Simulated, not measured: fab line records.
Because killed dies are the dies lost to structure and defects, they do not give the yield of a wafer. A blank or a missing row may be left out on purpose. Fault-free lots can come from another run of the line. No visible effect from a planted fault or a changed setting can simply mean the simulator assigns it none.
What tool caused it? + flow sky130 + 11 lots, 33 wafers sampled, at 3 steps of a route of 708

## WHAT THE GAUGES READ, wafer by wafer
SKY_SD_N_RS_MEAS_16: the measuring method here is four-point-probe.
| lot  | measured     | on            | SD_N_RS (ohm/sq)  |
|------|--------------|---------------|-------------------|
| L421 | day 28 09:18 | film_metro-02 | 68.63 68.71 68.65 |
| L422 | day 28 10:29 | film_metro-02 | 68.62 68.57 68.63 |
| L424 | day 29 17:07 | film_metro-04 | 68.55 68.51 68.60 |
| L427 | day 30 03:22 | film_metro-02 | 68.48 68.61 68.68 |
| L429 | day 31 18:37 | film_metro-03 | 68.39 68.51 68.69 |
| L432 | day 32 09:04 | film_metro-03 | 66.00 66.14 66.10 |
| L433 | day 32 17:41 | film_metro-03 | 66.07 66.14 66.18 |
| L438 | day 33 22:07 | film_metro-02 | 68.52 68.53 68.59 |
| L439 | day 34 01:19 | film_metro-04 | 68.89 68.75 68.68 |
| L440 | day 34 13:40 | film_metro-02 | 68.58 68.58 68.54 |
| L444 | day 35 13:44 | film_metro-03 | 68.63 68.59 68.53 |

## EACH LOT AND THE TOOL THAT RAN IT (in order: tool; ch and the chambers of the sampled wafers; start)
| lot  | SKY_SD_N_IMPLANT_09             | SKY_SD_N_STRIP_11                    |
|------|---------------------------------|--------------------------------------|
| L421 | implanter-04 ch 0, day 28 08:37 | plasma_asher-01 ch 0,1, day 28 08:53 |
| L422 | implanter-03 ch 0, day 28 09:49 | plasma_asher-03 ch 0,1, day 28 10:05 |
| L424 | implanter-04 ch 0, day 29 16:25 | plasma_asher-03 ch 1, day 29 16:43   |
| L427 | implanter-01 ch 0, day 30 02:41 | plasma_asher-04 ch 0,1, day 30 02:59 |
| L429 | implanter-03 ch 0, day 31 17:55 | plasma_asher-03 ch 0,1, day 31 18:13 |
| L432 | implanter-03 ch 0, day 32 08:22 | plasma_asher-04 ch 0,1, day 32 08:40 |
| L433 | implanter-03 ch 0, day 32 16:59 | plasma_asher-01 ch 0,1, day 32 17:17 |
| L438 | implanter-01 ch 0, day 33 21:22 | plasma_asher-01 ch 0,1, day 33 21:40 |
| L439 | implanter-01 ch 0, day 34 00:37 | plasma_asher-01 ch 0,1, day 34 00:55 |
| L440 | implanter-01 ch 0, day 34 12:58 | plasma_asher-01 ch 0,1, day 34 13:16 |
| L444 | implanter-04 ch 0, day 35 13:02 | plasma_asher-03 ch 0,1, day 35 13:20 |
- SKY_SD_N_IMPLANT_09
- SKY_SD_N_STRIP_11: strips in O2/N2.

## THE ANSWER, worked out from the rows above alone
Rule: the usual values come from the lots themselves. Put in order of their means at a reading, lots are off if they are a third of the lots or fewer, leave a main group of 4 or more, and stand apart from it by a gap of 3 or more times the standard deviation of the main group's means; of several such gaps the widest counts. A main group is skipped when, at the precision printed for the reading in the tables above, its means are all equal. A lot without any number at a reading at which 4 lots or more have one is off too. All remaining lots with rows at the step are treated as sound.
Off: L432, L433, seen at SKY_SD_N_RS_MEAS_16 (SD_N_RS). Mean 68.60 ohm/sq and standard deviation 0.071 in the main group.
If a tool, at a process step before that reading, ran all the lots that are off and no sound lot after the first of them, it fits. Those tools and the gauges at SKY_SD_N_RS_MEAS_16 are tried in the same way. One fits: implanter-03 at SKY_SD_N_IMPLANT_09. A fault onset in the window from L429 (day 31 17:55, its last sound lot) to L432 (day 32 08:22, its first lot off) fits.

## WHAT THE SIMULATOR HAD INSERTED
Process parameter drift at SKY_SD_N_IMPLANT_09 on implanter-03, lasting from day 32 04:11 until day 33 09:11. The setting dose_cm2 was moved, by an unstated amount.
Lots struck among those shown: L432, L433. The rule above reached the same finding.
